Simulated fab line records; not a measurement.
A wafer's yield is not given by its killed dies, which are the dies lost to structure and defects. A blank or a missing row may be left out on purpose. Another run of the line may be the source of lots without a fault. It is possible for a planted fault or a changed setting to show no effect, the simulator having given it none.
A single fault, viewed from 2 desks -- flow sky130 -- each desk has only its own numbers; what lay behind them comes last

AT THE METROLOGY DESK
Lot by lot, what the gauges showed, no matter which tool ran the lot: averages of those sampled wafers that carry a number. If a lot's mean is further than 4 standard deviations from the usual mean, the lot is out of limits and carries the mark OUT (the distance appears in the brackets).
Columns: A = cd-nm at SKY_METAL3_CD_MEAS_13, usual 299.8 nm; B = METAL3_OVL at SKY_METAL3_OVL_MEAS_14, usual 1 nm
lot,first seen here,A,B
L425,day 38 11:52,299.9,-2
L436,day 41 20:37,299.8,-5
L438,day 42 08:29,297.6,1
L439,day 42 12:24,300.4,-2
L440,day 42 19:48,299.5,3
L446,day 44 04:57,302.9,5
This desk's finding: nothing out of limits on any of the 6 lots.

AT THE TOOL OWNER'S DESK: rie-metal-04
The tool's own readings at SKY_METAL3_ETCH_16 (etches BARC in N2/H2, stops on SiO2, time 88.2 s, target depth 60 nm): means of the sampled wafers that have a number, for each lot that ran on this tool. If a lot's mean is further than 4 standard deviations from the usual mean, the lot is out of limits and carries the mark OUT (the distance appears in the brackets).
Columns: A = drypump-motor-current-A at SKY_METAL3_ETCH_16, usual 6.0 A; B = oes-product-au at SKY_METAL3_ETCH_16, usual 0.625 a.u.; C = run-length-s at SKY_METAL3_ETCH_16, usual 116.3 s; D = throttle-valve-pct at SKY_METAL3_ETCH_16, usual 13.204 %
lot,first seen here,A,B,C,D
L436,day 41 20:47,6.3,0.627,116.2,13.196
L438,day 42 08:41,6.2,0.597 (-6.7) OUT,127.6 (+28) OUT,13.200
L440,day 42 19:58,6.3,0.596 (-6.8) OUT,127.8 (+29) OUT,13.201
Finding of this desk: L438, L440 out of limits; the first was L438 at day 42 08:41, on oes-product-au at SKY_METAL3_ETCH_16. L436: within limits.

TAKEN TOGETHER
An alarm could have come from the tool owner's desk at day 42 08:41, on L438, L440.
Metrology desk: nothing out of limits seen.
The metrology desk has L438, L440 on record, within its limits.
Every lot named ran SKY_METAL3_ETCH_16 on rie-metal-04.

WHAT HAD BEEN PUT IN BY THE SIMULATOR
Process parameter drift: rie-metal-04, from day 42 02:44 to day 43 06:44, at SKY_METAL3_ETCH_16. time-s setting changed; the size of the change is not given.
Shown lots that were struck: L438, L440.
Delay in hours, fault start to first out-of-limits reading, by desk: the tool owner's desk at 6.
